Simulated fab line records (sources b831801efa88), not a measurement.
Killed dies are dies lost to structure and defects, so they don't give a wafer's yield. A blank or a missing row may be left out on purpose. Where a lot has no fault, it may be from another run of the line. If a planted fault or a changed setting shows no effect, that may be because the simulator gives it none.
The tool behind it: which one? | flow sky130 | Sampling: 24 lots, 72 wafers, 5 of 708 route steps

## WHAT THE GAUGES SHOWED, per wafer
SKY_CAPM_RS_MEAS_03: uses a four-point probe to measure. Usual: CAPM_TIN_RS gives 6.89 ohm/sq (standard deviation 0.093).
lot  | measured     | on            | CAPM_TIN_RS (ohm/sq) | flag
L074 | day 36 07:29 | film-metro-02 | 6.79 6.92 6.87       |
L075 | day 36 12:02 | film-metro-02 | 6.95 6.96 6.91       |
L076 | day 37 01:22 | film-metro-02 | 6.91 6.93 6.82       |
L077 | day 37 19:44 | film-metro-02 | 6.87 6.88 6.94       |
L078 | day 37 20:38 | film-metro-04 | 6.89 6.83 6.81       |
L080 | day 38 02:41 | film-metro-02 | 6.82 6.74 6.75       |
L079 | day 38 04:17 | film-metro-04 | 6.88 6.97 6.92       |
L081 | day 38 12:20 | film-metro-04 | 7.00 6.92 7.04       |
L082 | day 39 10:46 | film-metro-01 | 6.85 6.85 6.87       |
L084 | day 39 12:09 | film-metro-02 | 6.74 6.70 6.70       |
L083 | day 39 17:58 | film-metro-01 | 6.83 6.88 6.89       |
L085 | day 40 01:13 | film-metro-04 | 7.01 7.07 7.13       |
L086 | day 40 02:35 | film-metro-02 | 6.86 6.92 6.80       |
L087 | day 40 13:26 | film-metro-04 | 6.84 6.84 6.94       |
L088 | day 40 19:30 | film-metro-02 | 7.01 7.04 6.93       |
L089 | day 40 22:58 | film-metro-01 | 6.97 7.05 6.88       |
L090 | day 41 03:31 | film-metro-04 | 6.89 6.87 6.82       |
L091 | day 41 15:02 | film-metro-04 | 6.89 6.93 6.99       |
L092 | day 41 22:58 | film-metro-01 | 6.95 6.86 7.08       |
L094 | day 42 06:24 | film-metro-01 | 6.83 6.76 6.98       |
L095 | day 42 13:43 | film-metro-04 | 6.79 6.82 6.91       |
L093 | day 42 13:00 | film-metro-02 | 6.80 6.96 6.90       |
L096 | day 42 19:17 | film-metro-01 | 6.93 6.89 6.97       |
L097 | day 43 01:54 | film-metro-01 | 6.83 6.72 6.70       |

## WHICH TOOL RAN EACH LOT (tool, then ch and the chambers of the sampled wafers, then the start)
lot  | SKY_SD_P_STRIP_10                    | SKY_METAL1_STRIP_20                  | SKY_VIA2_ETCH_14                   | SKY_CAPM_SPUTTER_02
L074 | plasma-asher-01 ch 0,1, day 25 09:55 | plasma-asher-02 ch 0,1, day 32 16:51 | rie-diel-04 ch 0,2,3, day 36 05:43 | pvd-sputter-04, day 36 07:22
L075 | plasma-asher-04 ch 1, day 25 16:13   | plasma-asher-03 ch 0,1, day 32 23:31 | rie-diel-04 ch 0,1,2, day 36 10:04 | pvd-sputter-01, day 36 11:55
L076 | plasma-asher-04 ch 0,1, day 26 06:54 | plasma-asher-03 ch 0,1, day 33 13:11 | rie-diel-04 ch 0,1,2, day 36 23:36 | pvd-sputter-04, day 37 01:12
L077 | plasma-asher-01 ch 0,1, day 27 01:43 | plasma-asher-03 ch 0,1, day 34 05:49 | rie-diel-03 ch 0,1,2, day 37 18:01 | pvd-sputter-04, day 37 19:38
L078 | plasma-asher-03 ch 0,1, day 27 02:55 | plasma-asher-04 ch 0,1, day 34 07:12 | rie-diel-02 ch 0,1,3, day 37 18:30 | pvd-sputter-04, day 37 20:32
L080 | plasma-asher-01 ch 0,1, day 27 09:59 | plasma-asher-04 ch 0,1, day 34 14:00 | rie-diel-03 ch 0,1,3, day 38 00:58 | pvd-sputter-04, day 38 02:35
L079 | plasma-asher-03 ch 0,1, day 27 11:55 | plasma-asher-03 ch 0,1, day 34 15:22 | rie-diel-03 ch 0,2,3, day 38 02:31 | pvd-sputter-04, day 38 04:09
L081 | plasma-asher-04 ch 0,1, day 27 20:31 | plasma-asher-03 ch 0,1, day 34 23:30 | rie-diel-03 ch 0,1,2, day 38 10:37 | pvd-sputter-01, day 38 12:14
L082 | plasma-asher-01 ch 0,1, day 28 23:31 | plasma-asher-04 ch 0,1, day 35 23:21 | rie-diel-03 ch 0,1, day 39 09:01   | pvd-sputter-03, day 39 10:39
L084 | plasma-asher-01 ch 0,1, day 29 02:24 | plasma-asher-04 ch 0,1, day 36 01:05 | rie-diel-04 ch 0,2, day 39 10:23   | pvd-sputter-04, day 39 12:00
L083 | plasma-asher-04 ch 0,1, day 29 05:59 | plasma-asher-02 ch 0,1, day 36 07:20 | rie-diel-02 ch 0,3, day 39 16:01   | pvd-sputter-01, day 39 17:49
L085 | plasma-asher-01 ch 0,1, day 29 14:19 | plasma-asher-03 ch 0,1, day 36 14:48 | rie-diel-04 ch 1,3, day 39 23:30   | pvd-sputter-01, day 40 01:07
L086 | plasma-asher-04 ch 0,1, day 29 17:22 | plasma-asher-03 ch 0,1, day 36 16:06 | rie-diel-03 ch 0,1,3, day 40 00:51 | pvd-sputter-04, day 40 02:27
L087 | plasma-asher-01 ch 0,1, day 30 02:05 | plasma-asher-02 ch 0,1, day 37 02:11 | rie-diel-03 ch 1,2,3, day 40 11:37 | pvd-sputter-04, day 40 13:19
L088 | plasma-asher-03 ch 0,1, day 30 11:32 | plasma-asher-02 ch 0,1, day 37 10:11 | rie-diel-02 ch 0,1,2, day 40 17:43 | pvd-sputter-01, day 40 19:21
L089 | plasma-asher-04 ch 0,1, day 30 15:18 | plasma-asher-02 ch 0,1, day 37 13:32 | rie-diel-04 ch 1,2, day 40 21:10   | pvd-sputter-01, day 40 22:49
L090 | plasma-asher-03 ch 0,1, day 30 22:46 | plasma-asher-03 ch 0,1, day 37 18:54 | rie-diel-03 ch 0,2,3, day 41 01:46 | pvd-sputter-01, day 41 03:23
L091 | plasma-asher-04 ch 0,1, day 31 09:37 | plasma-asher-02 ch 0,1, day 38 07:04 | rie-diel-04 ch 0,2, day 41 13:18   | pvd-sputter-04, day 41 14:54
L092 | plasma-asher-04 ch 0,1, day 31 17:35 | plasma-asher-02 ch 0,1, day 38 15:13 | rie-diel-02 ch 2,3, day 41 21:13   | pvd-sputter-04, day 41 22:50
L094 | plasma-asher-01 ch 0,1, day 32 01:31 | plasma-asher-04 ch 0,1, day 38 22:57 | rie-diel-03 ch 0,3, day 42 04:37   | pvd-sputter-01, day 42 06:16
L095 | plasma-asher-04 ch 0,1, day 32 10:55 | plasma-asher-02 ch 0,1, day 39 07:20 | rie-diel-02 ch 1,2, day 42 11:55   | pvd-sputter-03, day 42 13:36
L093 | plasma-asher-03 ch 0,1, day 32 12:01 | plasma-asher-02 ch 0,1, day 39 07:39 | rie-diel-04 ch 1,2,3, day 42 11:15 | pvd-sputter-03, day 42 12:53
L096 | plasma-asher-03 ch 0,1, day 32 18:26 | plasma-asher-04 ch 0,1, day 39 13:36 | rie-diel-04 ch 0,2,3, day 42 17:34 | pvd-sputter-03, day 42 19:11
L097 | plasma-asher-03 ch 0,1, day 33 02:01 | plasma-asher-04 ch 0,1, day 39 20:27 | rie-diel-02 ch 0,2,3, day 43 00:10 | pvd-sputter-03, day 43 01:47
- SKY_SD_P_STRIP_10: strips in O2/N2.
- SKY_METAL1_STRIP_20: strips in O2/N2.
- SKY_VIA2_ETCH_14: etches BARC in N2/H2, stops on SiO2, time 45.9 s, target depth 60 nm.
- SKY_CAPM_SPUTTER_02: material TiN, target thk 200 nm, time 166.7 s.

## WHAT THE TOOLS THEMSELVES READ (means of the sampled wafers that have a number; where no wafer has one, the mark that the record gives instead)
SKY_SD_P_STRIP_10. Usual: drypump-motor-current-A 5.95 A, standard deviation 0.23; oes-product-au 0.617 a.u., standard deviation 0.0042; strip-time-to-endpoint-s 17.48 s, standard deviation 0.045.
lot  | tool            | drypump-motor-current-A (A) | oes-product-au (a.u.) | strip-time-to-endpoint-s (s) | flag
L074 | plasma-asher-01 | 6.06                        | 0.620                 | 17.50                        |
L075 | plasma-asher-04 | 5.91                        | 0.620                 | 17.53                        |
L076 | plasma-asher-04 | 5.99                        | 0.614                 | 17.54                        |
L077 | plasma-asher-01 | 6.08                        | 0.621                 | 17.49                        |
L078 | plasma-asher-03 | 5.98                        | 0.620                 | 17.52                        |
L080 | plasma-asher-01 | 5.83                        | 0.612                 | 17.52                        |
L079 | plasma-asher-03 | 5.82                        | 0.615                 | 17.46                        |
L081 | plasma-asher-04 | 5.95                        | 0.618                 | 17.52                        |
L082 | plasma-asher-01 | 6.07                        | 0.619                 | 17.46                        |
L084 | plasma-asher-01 | 5.86                        | 0.625                 | 17.53                        |
L083 | plasma-asher-04 | 5.99                        | 0.620                 | 17.44                        |
L085 | plasma-asher-01 | 5.85                        | 0.617                 | 17.45                        |
L086 | plasma-asher-04 | 5.99                        | 0.619                 | 17.47                        |
L087 | plasma-asher-01 | 6.08                        | 0.616                 | 17.41                        |
L088 | plasma-asher-03 | 5.84                        | 0.621                 | 17.52                        |
L089 | plasma-asher-04 | 5.98                        | 0.618                 | 17.45                        |
L090 | plasma-asher-03 | 5.99                        | 0.618                 | 17.49                        |
L091 | plasma-asher-04 | 6.00                        | 0.614                 | 17.44                        |
L092 | plasma-asher-04 | 5.95                        | 0.618                 | 17.52                        |
L094 | plasma-asher-01 | 5.87                        | 0.617                 | 17.44                        |
L095 | plasma-asher-04 | 5.98                        | 0.614                 | 17.48                        |
L093 | plasma-asher-03 | 5.82                        | 0.619                 | 17.51                        |
L096 | plasma-asher-03 | 5.82                        | 0.619                 | 17.39                        |
L097 | plasma-asher-03 | 5.98                        | 0.617                 | 17.45                        |

SKY_METAL1_STRIP_20. Usual: drypump-motor-current-A 5.7 A, standard deviation 0.46; oes-product-au 0.343 a.u., standard deviation 0.005; strip-time-to-endpoint-s 2.69 s, standard deviation 0.065.
lot  | tool            | drypump-motor-current-A (A) | oes-product-au (a.u.) | strip-time-to-endpoint-s (s) | flag
L074 | plasma-asher-02 | 5.5                         | 0.344                 | 2.73                         |
L075 | plasma-asher-03 | 6.0                         | 0.346                 | 2.67                         |
L076 | plasma-asher-03 | 6.0                         | 0.346                 | 2.70                         |
L077 | plasma-asher-03 | 6.0                         | 0.337                 | 2.66                         |
L078 | plasma-asher-04 | 6.0                         | 0.344                 | 2.60                         |
L080 | plasma-asher-04 | 6.0                         | 0.339                 | 2.71                         |
L079 | plasma-asher-03 | 5.8                         | 0.347                 | 2.71                         |
L081 | plasma-asher-03 | 5.9                         | 0.348                 | 2.63                         |
L082 | plasma-asher-04 | 6.0                         | 0.342                 | 2.69                         |
L084 | plasma-asher-04 | 6.0                         | 0.340                 | 2.71                         |
L083 | plasma-asher-02 | 5.1                         | 0.342                 | 2.72                         |
L085 | plasma-asher-03 | 5.8                         | 0.342                 | 2.66                         |
L086 | plasma-asher-03 | 6.0                         | 0.341                 | 2.63                         |
L087 | plasma-asher-02 | 5.5                         | 0.339                 | 2.66                         |
L088 | plasma-asher-02 | 5.1                         | 0.345                 | 2.66                         |
L089 | plasma-asher-02 | 5.1                         | 0.347                 | 2.72                         |
L090 | plasma-asher-03 | 5.8                         | 0.344                 | 2.75                         |
L091 | plasma-asher-02 | 5.1                         | 0.343                 | 2.66                         |
L092 | plasma-asher-02 | 5.1                         | 0.340                 | 2.74                         |
L094 | plasma-asher-04 | 6.0                         | 0.341                 | 2.71                         |
L095 | plasma-asher-02 | 5.1                         | 0.345                 | 2.76                         |
L093 | plasma-asher-02 | 5.1                         | 0.344                 | 2.72                         |
L096 | plasma-asher-04 | 6.0                         | 0.343                 | 2.70                         |
L097 | plasma-asher-04 | 5.9                         | 0.347                 | 2.69                         |

SKY_VIA2_ETCH_14. Usual: drypump-motor-current-A 5.7 A, standard deviation 0.58; oes-product-au 0.855 a.u., standard deviation 0.0045; throttle-valve-pct 13.225 %, standard deviation 0.0089.
lot  | tool        | drypump-motor-current-A (A) | oes-product-au (a.u.) | throttle-valve-pct (%) | flag
L074 | rie-diel-04 | 5.9                         | 0.858                 | 13.238                 |
L075 | rie-diel-04 | 5.7                         | 0.858                 | 13.230                 |
L076 | rie-diel-04 | 5.7                         | 0.854                 | 13.225                 |
L077 | rie-diel-03 | 6.1                         | 0.859                 | 13.222                 |
L078 | rie-diel-02 | 4.9                         | 0.856                 | 13.226                 |
L080 | rie-diel-03 | 5.7                         | 0.851                 | 13.225                 |
L079 | rie-diel-03 | 5.9                         | 0.853                 | 13.223                 |
L081 | rie-diel-03 | 6.1                         | 0.854                 | 13.226                 |
L082 | rie-diel-03 | 5.9                         | 0.856                 | 13.221                 |
L084 | rie-diel-04 | 5.8                         | 0.854                 | 13.220                 |
L083 | rie-diel-02 | 4.9                         | 0.856                 | 13.225                 |
L085 | rie-diel-04 | 5.6                         | 0.854                 | 13.229                 |
L086 | rie-diel-03 | 5.8                         | 0.860                 | 13.219                 |
L087 | rie-diel-03 | 5.9                         | 0.856                 | 13.224                 |
L088 | rie-diel-02 | 5.5                         | 0.858                 | 13.227                 |
L089 | rie-diel-04 | 6.0                         | 0.855                 | 13.225                 |
L090 | rie-diel-03 | 5.9                         | 0.857                 | 13.229                 |
L091 | rie-diel-04 | 6.1                         | 0.849                 | 13.228                 |
L092 | rie-diel-02 | 6.0                         | 0.855                 | 13.227                 |
L094 | rie-diel-03 | 5.5                         | 0.852                 | 13.228                 |
L095 | rie-diel-02 | 5.4                         | 0.858                 | 13.219                 |
L093 | rie-diel-04 | 5.8                         | 0.852                 | 13.230                 |
L096 | rie-diel-04 | 6.0                         | 0.858                 | 13.221                 |
L097 | rie-diel-02 | 5.6                         | 0.858                 | 13.228                 |

SKY_CAPM_SPUTTER_02. Usual: cathode-dc-power-W 6500.0 W, standard deviation 1.2; throttle-valve-pct 30.1 %, standard deviation 0.96.
lot  | tool           | cathode-dc-power-W (W) | throttle-valve-pct (%) | flag
L074 | pvd-sputter-04 | 6500.3                 | 29.6                   |
L075 | pvd-sputter-01 | 6499.8                 | 30.2                   |
L076 | pvd-sputter-04 | 6500.7                 | 29.7                   |
L077 | pvd-sputter-04 | 6500.5                 | 29.4                   |
L078 | pvd-sputter-04 | 6500.1                 | 29.1                   |
L080 | pvd-sputter-04 | 6500.2                 | 28.7                   |
L079 | pvd-sputter-04 | 6500.5                 | 29.8                   |
L081 | pvd-sputter-01 | 6499.3                 | 30.4                   |
L082 | pvd-sputter-03 | 6499.0                 | 31.0                   |
L084 | pvd-sputter-04 | 6499.6                 | 29.9                   |
L083 | pvd-sputter-01 | 6499.5                 | 30.1                   |
L085 | pvd-sputter-01 | 6499.8                 | 30.2                   |
L086 | pvd-sputter-04 | 6500.2                 | 29.2                   |
L087 | pvd-sputter-04 | 6500.3                 | 29.5                   |
L088 | pvd-sputter-01 | 6500.0                 | 30.1                   |
L089 | pvd-sputter-01 | 6499.2                 | 30.7                   |
L090 | pvd-sputter-01 | 6499.9                 | 30.4                   |
L091 | pvd-sputter-04 | 6500.0                 | 30.1                   |
L092 | pvd-sputter-04 | 6501.4                 | 29.6                   |
L094 | pvd-sputter-01 | 6500.2                 | 30.6                   |
L095 | pvd-sputter-03 | 6499.9                 | 30.8                   |
L093 | pvd-sputter-03 | 6498.9                 | 31.0                   |
L096 | pvd-sputter-03 | 6499.6                 | 30.6                   |
L097 | pvd-sputter-03 | 6499.7                 | 30.5                   |

## THE ANSWER, worked out from the rows above alone
Rule: lot off if the mean of its wafers having a number is beyond 3 standard deviations from the usual mean. Also off: a lot with no number at a reading for which 4 or more lots have one. All remaining lots with rows at the step are treated as sound. First the gauges in route order, then the tools' own readings, where a lot's mean is used as printed above. At the first step where some lot is off, the reading lying furthest off is the one used; lots without a number count as furthest.
None of the lots is off at any reading shown; this tells nothing.

## WHAT THE SIMULATOR PUT IN
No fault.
